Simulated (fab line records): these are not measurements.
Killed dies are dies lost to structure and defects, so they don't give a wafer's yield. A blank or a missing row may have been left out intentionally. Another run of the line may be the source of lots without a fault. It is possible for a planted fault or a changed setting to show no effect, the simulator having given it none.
fab line records	flow sfq-line
[record] lots = 6	wafers = 18	last-day = 84
route steps=325 shown M2@95 I2@103
lots with no fault: from the same line, run without faults
start-h: the number of hours between the record's first day and the start of the first shown wafer of the lot	wait-h: hours from the lot's prior step to this one	" identical to the entry in the row above	L1.1+2: one row covering several wafers at once	- no value present, or no start provided	* or withheld: withheld	< > ~ a bound
route shown NAME@n: names a module that has steps shown in the file, with the first one's number in the route	usual: mean/standard deviation of fault-free wafers	same: alike in all rows	chamber/n: place in a boat	sites: each site's reading	_std_site: their standard deviation	_edge_site: outer sites' mean less inner sites'	radius-mm: how far each site lies from the wafer's centre	mask NAME#n: copy n	behind: the last tool/chamber to shape the wafer	hold: cause of the lot's hold/its duration in hours/its outcome	device: which transistor (n, p or np) failed to switch	end of line: the same wafers' tests at the end of the route	a step without rows: its recipe alone	killed: at the first sort, the dies lost to defects and structure; wafer yield is something else	map: dies across one wafer; x = killed, . = not, _ = none there
set.NAME: the run value of the setting; set.NAME@STEP: its run value at that earlier step	model.NAME: the simulator's own value behind a step, which no gauge read
lots seen at some steps along the route; tables by step, rows by wafer
services: from which hour (start-h, from the record's first day; less than 0 if before it) a tool's chamber was out of use, for how many hours, and why
[[steps]]
[step SFQ_TRILAYER_M2_LITHO_EXPOSE_058]
[recipe] mask-id = M2	na = 0.6	source-shape = conventional	sigma-outer = 0.65	target-cd-nm = 500	dose-mj = 14.4
[step SFQ_TRILAYER_M2_LITHO_PEB_060]
[recipe] peb-temp-c = 115	peb-time-s = 60	resist = KrF
[step SFQ_TRILAYER_M2_LITHO_DEVELOP_059]
[recipe] time-s = 60	resist = KrF
[step SFQ_M2_OVL_MEAS_916]
[usual] M2_OVL = -4/5.8
lot.wafer	tool	chamber	start-h	wait-h	M2_OVL[nm]
L391.3	overlay-01	-	461.21	0.1	-12
L391.5	"	-	"	"	-11
L391.6	"	-	"	"	-4
L398.1	overlay-01	-	522.39	0.1	-1
L398.4	"	-	"	"	-8
L398.5	"	-	"	"	5
L399.1	overlay-02	-	557.62	0.1	-17
L399.2	"	-	"	"	-14
L399.4	"	-	"	"	-9
L400.1	overlay-01	-	564.92	0.1	-10
L400.3	"	-	"	"	-21
L400.4	"	-	"	"	-3
L408.1	overlay-02	-	625.40	0.1	-2
L408.2	"	-	"	"	-9
L408.5	"	-	"	"	-2
L412.1	overlay-02	-	647.00	0.1	2
L412.4	"	-	"	"	0
L412.6	"	-	"	"	5
[step SFQ_TRILAYER_M2_BARC_OPEN_METAL_ETCH_077]
[recipe] mask-material = PR	chemistry = O2	target-depth-nm = 125	target = BARC	icp-w = 616.4	bias-w = 80	pressure-mtorr = 10	time-s = 41.7
[usual] drypump-motor-current-A = 5.7/0.42	he-backside-leak-sccm = 3.37/0.16	oes-product-au = 0.686/0.004
lot.wafer	tool	chamber	start-h	wait-h	drypump-motor-current-A	he-backside-leak-sccm	oes-product-au	rf-hours-counter-h
L391.3	rie-metal-01	0	461.27	0.1	5.9	3.22	0.683	-
L391.5	"	0	"	"	5.9	3.37	0.687	-
L391.6	"	0	"	"	5.9	3.28	0.685	-
L398.1	rie-metal-04	1	522.43	0.0	5.6	3.17	0.681	48
L398.4	"	1	"	"	5.6	3.27	0.685	-
L398.5	"	1	"	"	5.6	3.18	0.684	-
L399.1	rie-metal-04	0	557.65	0.0	6.1	3.50	0.684	90
L399.2	"	1	"	"	5.7	3.45	0.689	55
L399.4	"	0	"	"	6.1	3.49	0.683	-
L400.1	rie-metal-02	0	564.95	0.0	4.7	3.36	0.681	61
L400.3	"	0	"	"	4.7	3.26	0.689	-
L400.4	"	1	"	"	5.4	3.56	0.688	-
L408.1	rie-metal-04	1	625.44	0.0	5.6	3.33	0.680	68
L408.2	"	0	"	"	6.1	3.40	0.685	104
L408.5	"	1	"	"	5.6	3.35	0.681	-
L412.1	rie-metal-01	0	647.04	0.0	5.9	3.34	0.688	60
L412.4	"	1	"	"	5.5	3.29	0.684	-
L412.6	"	1	"	"	5.5	3.31	0.685	-
[step SFQ_TRILAYER_M2_ETCH_METAL_ETCH_060]
[recipe] target = Nb	stop-on = SiO2	mask-material = PR	chemistry = Cl2/Ar	target-depth-nm = 240	icp-w = 600	bias-w = 80	pressure-mtorr = 10	time-s = 120
[usual] drypump-motor-current-A = 5.7/0.42	he-backside-leak-sccm = 3.36/0.13	oes-product-au = 0.894/0.0059
lot.wafer	tool	chamber	start-h	wait-h	drypump-motor-current-A	he-backside-leak-sccm	oes-product-au	rf-hours-counter-h
L391.3	rie-metal-01	0	461.43	0.1	5.9	3.47	0.895	-
L391.5	"	0	"	"	5.9	3.22	0.888	-
L391.6	"	0	"	"	5.9	3.35	0.895	-
L398.1	rie-metal-04	1	522.49	0.0	5.6	3.37	0.900	48
L398.4	"	1	"	"	5.6	3.32	0.887	-
L398.5	"	1	"	"	5.6	3.14	0.883	-
L399.1	rie-metal-04	0	557.71	0.0	6.1	3.46	0.904	90
L399.2	"	1	"	"	5.6	3.29	0.894	55
L399.4	"	0	"	"	6.1	3.50	0.897	-
L400.1	rie-metal-02	0	565.01	0.0	4.7	3.26	0.896	61
L400.3	"	0	"	"	4.7	3.38	0.892	-
L400.4	"	1	"	"	5.4	3.46	0.886	-
L408.1	rie-metal-04	1	625.50	0.0	5.7	3.33	0.902	68
L408.2	"	0	"	"	6.1	3.37	0.898	104
L408.5	"	1	"	"	5.7	3.39	0.902	-
L412.1	rie-metal-01	0	647.10	0.0	5.9	3.39	0.890	60
L412.4	"	1	"	"	5.4	3.14	0.898	-
L412.6	"	1	"	"	5.4	3.36	0.893	-
[step SFQ_TRILAYER_M2_STRIP_STRIP_061]
[recipe] gas = O2	power-w = 200	platen-temp-c = 40	overash-fraction = 0.65	chemistry = O2	pressure-mtorr = 50
[usual] drypump-motor-current-A = 5.7/0.42	he-backside-leak-sccm = 3.4/0.34	oes-product-au = 1.001/0.0067
lot.wafer	tool	chamber	start-h	wait-h	drypump-motor-current-A	he-backside-leak-sccm	oes-product-au	rf-hours-counter-h
L391.3	rie-metal-01	0	462.00	0.5	5.9	3.4	1.005	-
L391.5	"	0	"	"	5.9	3.3	0.997	-
L391.6	"	0	"	"	5.9	3.4	0.999	-
L398.1	rie-metal-04	1	522.62	0.1	5.6	3.3	0.997	48
L398.4	"	1	"	"	5.6	3.3	0.992	-
L398.5	"	1	"	"	5.6	3.1	0.997	-
L399.1	rie-metal-04	0	557.84	0.1	6.2	3.5	1.002	90
L399.2	"	1	"	"	5.7	3.2	0.993	55
L399.4	"	0	"	"	6.2	3.4	1.001	-
L400.1	rie-metal-02	0	565.14	0.1	4.7	3.5	0.991	61
L400.3	"	0	"	"	4.7	3.4	0.986	-
L400.4	"	1	"	"	5.4	3.4	1.003	-
L408.1	rie-metal-04	1	625.62	0.1	5.6	3.3	0.998	69
L408.2	"	0	"	"	6.1	3.4	0.995	104
L408.5	"	1	"	"	5.6	3.4	0.996	-
L412.1	rie-metal-01	0	647.22	0.1	5.9	3.6	0.998	60
L412.4	"	1	"	"	5.5	3.4	1.000	-
L412.6	"	1	"	"	5.5	3.2	0.998	-
[step SFQ_TRILAYER_M2_STRIP_SOLV_CLEAN_062]
[recipe] chemistry = NMP	temp-c = 70	time-s = 600
[step SFQ_TRILAYER_I2_DEP_PECVD_063]
[recipe] material = SiO2	temp-c = 150	time-s = 111.11	pressure-torr = 2.4	rf-w = 183.3	precursor = SiH4/N2O	target-thk-nm = 500
[step SFQ_TRILAYER_I2_CMP_CMP_064]
[recipe] material = SiO2	down-force-psi = 3	platen-rpm = 60	pad-velocity-m-s = 0.94248
[usual] motor-current-A = 10.3/1.1	slurry-filter-dp-kPa = 13.50/0.13	slurry-flow-ml-min = 150.0/0.46	time-to-endpoint-s = 214/7
lot.wafer	tool	chamber	start-h	wait-h	motor-current-A	slurry-filter-dp-kPa	slurry-flow-ml-min	time-to-endpoint-s
L391.3	cmp-02	1	463.65	0.6	9.9	13.74	149.0	204
L391.5	"	1	465.65	2.6	10.8	13.56	149.4	206
L391.6	"	2	"	"	11.9	13.53	149.7	224
L398.1	cmp-01	3	531.75	8.3	9.8	13.47	149.6	209
L398.4	"	1	532.75	9.3	9.8	13.75	150.0	211
L398.5	"	3	533.75	10.3	9.9	13.67	149.2	222
L399.1	cmp-01	2	567.75	9.1	8.8	13.53	150.5	220
L399.2	"	0	568.75	10.1	12.4	13.41	150.0	216
L399.4	"	1	"	"	9.3	13.54	149.5	224
L400.3	cmp-01	0	573.75	7.8	11.7	13.53	150.1	213
L400.4	"	2	574.75	8.8	8.6	13.41	150.8	209
L400.1	"	3	"	"	9.6	13.37	150.0	209
L408.1	cmp-01	0	631.25	4.8	11.8	13.31	150.5	215
L408.2	"	2	632.25	5.8	8.3	13.46	149.8	216
L408.5	"	3	"	"	10.4	13.55	149.8	229
L412.1	cmp-01	0	651.75	3.7	11.2	13.62	150.2	211
L412.4	"	2	652.75	4.7	8.5	13.52	151.1	214
L412.6	"	1	654.25	6.2	9.8	13.59	149.3	216
[step SFQ_I2_BOW_MEAS_917]
[recipe] mode = bow
[usual] I2_BOW = 4/9.9
lot.wafer	tool	chamber	start-h	wait-h	I2_BOW[um]
L391.3	film-metro-02	-	466.69	2.5	5
L391.5	"	-	"	"	2
L391.6	"	-	"	"	13
L398.1	film-metro-01	-	534.75	2.5	14
L398.4	"	-	"	"	5
L398.5	"	-	"	"	3
L399.1	film-metro-02	-	570.75	2.5	0
L399.2	"	-	"	"	-7
L399.4	"	-	"	"	-6
L400.1	film-metro-02	-	576.75	1.0	28
L400.3	"	-	"	"	9
L400.4	"	-	"	"	12
L408.1	film-metro-02	-	633.75	2.0	1
L408.2	"	-	"	"	-2
L408.5	"	-	"	"	-19
L412.1	film-metro-01	-	654.75	2.5	-1
L412.4	"	-	"	"	5
L412.6	"	-	"	"	4
[step SFQ_TRILAYER_I2_METRO_MEASURE_065]
[usual] thk-nm = 199.7/0.97
lot.wafer	tool	chamber	start-h	wait-h	thk-nm
L391.3	film-metro-02	-	467.17	0.5	198.1
L391.5	"	-	"	"	199.0
L391.6	"	-	"	"	200.3
L398.1	film-metro-01	-	534.87	0.1	199.4
L398.4	"	-	"	"	198.8
L398.5	"	-	"	"	199.3
L399.1	film-metro-02	-	570.87	0.1	198.5
L399.2	"	-	"	"	199.7
L399.4	"	-	"	"	199.4
L400.1	film-metro-02	-	576.87	0.1	199.5
L400.3	"	-	"	"	200.5
L400.4	"	-	"	"	198.2
L408.1	film-metro-02	-	633.87	0.1	201.6
L408.2	"	-	"	"	200.2
L408.5	"	-	"	"	200.7
L412.1	film-metro-01	-	654.87	0.1	201.4
L412.4	"	-	"	"	198.6
L412.6	"	-	"	"	200.1
[step SFQ_TRILAYER_I2_VIA_LITHO_COAT_072]
[recipe] resist = BARC	spin-rpm = 3000	resist-thk-nm = 62
[usual] dispense-pressure-kPa = 52.3/1.2	spin-speed-rpm = 2999.7/2
lot.wafer	tool	chamber	start-h	wait-h	dispense-pressure-kPa	spin-speed-rpm	model.BARC_of_TRILAYER_I2_VIA_LITHO_COAT_072.thk-nm
L391.3	litho-track-03	0	468.07	0.7	50.4	2998.6	61.86
L391.5	"	0	"	"	50.4	3000.4	61.61
L391.6	"	0	"	"	50.4	3003.1	61.77
L398.1	litho-track-02	0	536.07	1.0	53.3	3271.2	59.68
L398.4	"	0	"	"	53.3	3266.1	59.67
L398.5	"	0	"	"	53.3	3267.2	59.64
L399.1	litho-track-02	0	572.07	1.0	53.4	3266.9	59.51
L399.2	"	0	"	"	53.3	3267.7	59.32
L399.4	"	0	"	"	53.3	3264.7	59.39
L400.1	litho-track-03	0	578.07	1.0	50.4	2995.1	61.9
L400.3	"	0	"	"	50.4	3001.5	61.89
L400.4	"	0	"	"	50.4	2998.5	61.67
L408.1	litho-track-02	0	635.07	1.0	53.3	2999.0	62.08
L408.2	"	0	"	"	53.3	3000.9	61.94
L408.5	"	0	"	"	53.3	2999.5	62.01
L412.1	litho-track-03	0	656.07	1.0	50.4	2998.7	62.02
L412.4	"	0	"	"	50.4	3000.4	62.1
L412.6	"	0	"	"	50.4	2998.4	62.12
[step SFQ_TRILAYER_I2_VIA_LITHO_COAT_067]
[recipe] resist = KrF	spin-rpm = 3000	resist-thk-nm = 650
[step SFQ_TRILAYER_I2_VIA_LITHO_SOFTBAKE_071]
[recipe] temp-c = withheld	time-s = withheld	resist = KrF
[step SFQ_TRILAYER_I2_VIA_LITHO_EXPOSE_068]
[recipe] mask-id = I2	na = 0.6	source-shape = conventional	sigma-outer = 0.65	target-cd-nm = 500	dose-mj = 21.3
[step SFQ_TRILAYER_I2_VIA_LITHO_PEB_070]
[recipe] peb-temp-c = 115	peb-time-s = 60	resist = KrF
[step SFQ_TRILAYER_I2_VIA_LITHO_DEVELOP_069]
[recipe] time-s = 60	resist = KrF
[step SFQ_I2_OVL_MEAS_918]
[usual] I2_OVL = -3/6.3
lot.wafer	tool	chamber	start-h	wait-h	I2_OVL[nm]
L391.3	overlay-02	-	596.09	0.1	-13
L391.5	"	-	"	"	-7
L391.6	"	-	"	"	-8
L398.1	overlay-02	-	659.78	0.1	9
L398.4	"	-	"	"	10
L398.5	"	-	"	"	4
L399.1	overlay-02	-	693.18	0.1	-14
L399.2	"	-	"	"	-12
L399.4	"	-	"	"	-16
L400.1	overlay-02	-	702.78	0.1	-5
L400.3	"	-	"	"	-6
L400.4	"	-	"	"	-8
L408.1	overlay-01	-	755.13	0.1	-1
L408.2	"	-	"	"	-4
L408.5	"	-	"	"	1
L412.1	overlay-02	-	776.28	0.1	-6
L412.4	"	-	"	"	-9
L412.6	"	-	"	"	-2
[step SFQ_TRILAYER_I2_VIA_BARC_OPEN_VIA_ETCH_096]
[recipe] mask-material = PR	chemistry = O2	target-depth-nm = 125	target = BARC	source-w = 500	bias-w = 80	pressure-mtorr = 30	time-s = 41.7
[usual] drypump-motor-current-A = 5.7/0.3	oes-product-au = 0.686/0.0046
lot.wafer	tool	chamber	start-h	wait-h	drypump-motor-current-A	oes-product-au	rf-hours-counter-h	model.etch.depth-nm
L391.3	rie-diel-02	3	596.11	0.0	5.4	0.681	5	61.86
L391.5	"	2	"	"	4.9	0.681	-	61.61
L391.6	"	1	"	"	5.7	0.680	-	61.77
L398.1	rie-diel-04	1	659.81	0.0	5.3	0.680	41	59.68
L398.4	"	2	"	"	5.8	0.676	4	59.67
L398.5	"	1	"	"	5.4	0.667	-	59.64
L399.1	rie-diel-02	1	693.21	0.0	5.7	0.667	6	59.51
L399.2	"	0	"	"	5.5	0.669	2	59.32
L399.4	"	2	"	"	4.9	0.678	7	59.39
L400.1	rie-diel-04	1	702.81	0.0	5.4	0.690	42	61.9
L400.3	"	2	"	"	5.8	0.694	5	61.89
L400.4	"	0	"	"	5.7	0.672	-	61.67
L408.1	rie-diel-04	1	755.16	0.0	5.3	0.684	43	62.08
L408.2	"	3	"	"	5.8	0.689	1	61.94
L408.5	"	0	"	"	5.7	0.678	-	62.01
L412.1	rie-diel-04	3	776.31	0.0	5.8	0.683	1	62.02
L412.4	"	3	"	"	5.8	0.679	-	62.1
L412.6	"	2	"	"	5.8	0.682	-	62.12
[step SFQ_TRILAYER_I2_VIA_ETCH_VIA_ETCH_070]
[recipe] target = SiO2	stop-on = Nb	mask-material = PR	taper-deg = 20	chemistry = CHF3	target-depth-nm = 260	source-w = 500	bias-w = 78.43	pressure-mtorr = 30	time-s = withheld
[[services]]
tool	chamber	start-h	hours	kind
rie-diel-04	2	442.95	4.7	repair
cmp-01	-	456.95	2.0	repair
film-metro-02	-	477.56	1.3	pm
rie-diel-04	-	492.96	3.3	repair
rie-diel-04	-	496.31	2.8	pm
rie-metal-01	1	511.03	7.9	repair
cmp-01	-	515.71	10.0	pm
cmp-01	-	530.45	1.2	repair
rie-metal-04	-	552.34	2.8	pm
cmp-01	-	554.27	1.3	repair
film-metro-02	-	555.03	7.0	pm
film-metro-02	-	586.60	1.4	pm
rie-metal-01	1	602.00	9.6	repair
rie-diel-04	3	604.18	4.4	repair
film-metro-02	-	606.74	1.6	pm
film-metro-02	-	621.69	1.6	repair
rie-metal-01	1	622.33	3.8	repair
cmp-01	-	663.38	1.7	repair
rie-diel-04	0	666.08	13.0	repair
film-metro-02	-	671.06	0.3	pm
cmp-01	-	683.05	5.2	pm
rie-diel-04	-	704.53	1.1	repair
rie-metal-01	-	709.48	1.7	repair
cmp-01	-	751.29	4.0	pm
[[key]]
[first-sign] step = SFQ_TRILAYER_I2_VIA_LITHO_COAT_072	reading = spin-speed-rpm	direction = up	sigmas = 99+	usual = 2999.7	struck = 3267.3
[effect] step = SFQ_TRILAYER_I2_VIA_BARC_OPEN_VIA_ETCH_096	reading = oes-product-au	direction = down	sigmas = 2.8	usual = 0.686	struck = 0.673
[model-effect] step = SFQ_TRILAYER_I2_VIA_LITHO_COAT_072	value = BARC_of_TRILAYER_I2_VIA_LITHO_COAT_072.thk-nm	without = 62.13	struck = 59.54
[model-effect] step = SFQ_TRILAYER_I2_VIA_BARC_OPEN_VIA_ETCH_096	value = etch.depth-nm	without = 62.13	struck = 59.54
met-at SFQ_TRILAYER_I2_VIA_LITHO_COAT_072
struck-wafers L398.1,L398.4,L398.5,L399.1,L399.2,L399.4
[fault] kind = process-parameter-drift	tool = litho-track-02	chamber = -	onset-h = 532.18	steps = SFQ_TRILAYER_I2_VIA_LITHO_COAT_072	channel = spin-rpm	offset = 266.83	shape = step	end-h = 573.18	acts-in = these-recipes-only	stated = 3000
